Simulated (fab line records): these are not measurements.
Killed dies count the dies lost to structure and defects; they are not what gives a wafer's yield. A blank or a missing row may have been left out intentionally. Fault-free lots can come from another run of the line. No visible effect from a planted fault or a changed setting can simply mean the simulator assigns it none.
Matching of chambers + flow sky130 + SKY_VIA1_HDPCVD_00 on hdpcvd-01: 3 sister chambers
The step deposits SiO2, target thk 1030 nm, time 171.7 s. 3 wafers are shown with their chamber, then 7 later ones without.

## EACH WAFER AND ITS CHAMBER
| wafer  | chamber | sih4FlowSccm (sccm) |
|--------|---------|---------------------|
| L439.1 | 1       | 59.97               |
| L448.1 | 0       | 60.11               |
| L448.3 | 2       | 59.87               |

## WAFERS WITHOUT THEIR CHAMBER
| wafer  | sih4FlowSccm (sccm) |
|--------|---------------------|
| L448.5 | 60.10               |
| L449.4 | 60.02               |
| L449.5 | 60.22               |
| L449.6 | 59.89               |
| L451.1 | 60.12               |
| L451.3 | 60.12               |
| L451.5 | 59.95               |

## THE CHAMBER EACH PASSED THROUGH
| wafer  | from the rows above     | in truth                   |
|--------|-------------------------|----------------------------|
| L448.5 | 0                       | 0                          |
| L449.4 | can't be placed: 1 or 0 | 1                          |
| L449.5 | 0                       | 0                          |
| L449.6 | can't be placed: 2 or 1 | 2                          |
| L451.1 | 0                       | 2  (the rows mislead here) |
| L451.3 | 0                       | 0                          |
| L451.5 | can't be placed: 1 or 2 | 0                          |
Placed correctly: 3 of 7. Cannot be placed on the basis of these rows: 3; the candidates contain the true chamber in 2. Number placed wrongly: 1.
How it was worked out, from the rows above alone: a wafer's distance from a chamber is the root of the sum, over the readings, of the square of ((its reading less the chamber's mean) divided by the reading's scatter). The wafer belongs to the nearest chamber; if the next one is less than 2 further off, it can't be placed. For every chamber, the mean is computed from those of its wafers that are shown. The scatter (one wafer shown for each chamber): square how far every hidden wafer sits from the nearest shown wafer, average those squares and take the square root.
